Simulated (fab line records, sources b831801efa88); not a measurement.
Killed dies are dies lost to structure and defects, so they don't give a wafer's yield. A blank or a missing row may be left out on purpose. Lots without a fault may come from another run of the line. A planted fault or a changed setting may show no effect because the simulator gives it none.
Problem report in the 8D (eight disciplines) form, filled by code | flow sky130 | the parts of the form that need people (team, actions taken, sign-off) are left out

1. THE PROBLEM
chamber_pressure_mTorr at SKY_METAL3_METAL_ETCH_18 reads a mean of 8.005 mTorr on 3 wafers of 2 lots; wafers without a fault read 9.999 mTorr with a standard deviation of 0.0098. That is -99 or more standard deviations from the usual mean.
The step: etches the open film in Cl2/BCl3, stops on SiO2, target depth 845 nm, time 183.1 s.
First seen on wafer L468.3, day 44 02:20, on rie_metal-01. The record holds 36 wafers of 12 lots with a number at this step. Rule for "out", or "out of limits": more than 4 standard deviations from the usual mean. The other wafers with a number count as sound.

2. WHAT IT IS AND WHAT IT IS NOT
question                    | is                     | is not
which readings at this step | chamber_pressure_mTorr | drypump_motor_current_A, he_backside_leak_sccm, oes_product_au, throttle_valve_pct
which lots                  | L468, L470             | L453, L454, L455, L459, L461, L466, L467, L472, L473, L475
which wafers of those lots  | L468.3, L470.1, L470.6 | L468.4, L468.5, L470.5
read on which tools         | rie_metal-01           | rie_metal-02, rie_metal-03
when                        | from day 44 02:20      | up to then (23 sound wafers); but 10 sound wafers of L470, L472, L473, L475 came after

3. SUSPECTS, AND WHAT RULES EACH OUT
Counting: a tool at a process step up to the reading stays a suspect if it ran every lot that is out. Sound lots after the first of them don't rule it out here, since some wafers of a struck lot are sound.
- rie_metal-01 at SKY_METAL3_METAL_ETCH_18 (etches the open film in Cl2/BCl3, stops on SiO2, target depth 845 nm, time 183.1 s): kept. It ran every lot that is out, first L468 (day 44 02:20); its last sound lot up to then is L466 (day 43 13:28). Its own readings are out on those wafers: chamber_pressure_mTorr.
- Within rie_metal-01 at SKY_METAL3_METAL_ETCH_18: the wafers that are out ran in chamber 1; their sound lot-mates ran in chamber 0.
Left after counting: rie_metal-01 at SKY_METAL3_METAL_ETCH_18.

4. THE CAUSE (what the simulator had put in)
Process parameter drift: rie_metal-01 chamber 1, from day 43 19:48 on, at SKY_METAL3_METAL_ETCH_18. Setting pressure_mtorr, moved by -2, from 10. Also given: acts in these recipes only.
Counting left only this tool.

5. THE CHAIN OF EFFECTS, in route order
Each row: a reading whose mean over the struck wafers that have a number lies more than 3 standard deviations from the usual. Only readings for which the record gives a usual standard deviation are gone through. hours: the time from each lot's start at the first step in this table that gives one to its start at this step, as a median over the lots. sigmas: the change in usual standard deviations.
hours | step                     | reading                | usual       | on struck wafers | change | sigmas
0     | SKY_METAL3_METAL_ETCH_18 | chamber_pressure_mTorr | 9.999 mTorr | 8.005            | -1.994 | -99 or more
The process steps in it:
- SKY_METAL3_METAL_ETCH_18: etches the open film in Cl2/BCl3, stops on SiO2, target depth 845 nm, time 183.1 s.
Later measuring or inspecting steps at which every struck wafer that the step has a row for has a number for every such reading, and none has moved that far: SKY_CAP2M_OVL_MEAS_12, SKY_METAL4_CD_MEAS_13.

6. WHAT WOULD HAVE CAUGHT IT SOONER
In this record the first reading out of limits was taken at day 44 02:20, 7 hours after the fault began at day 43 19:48.
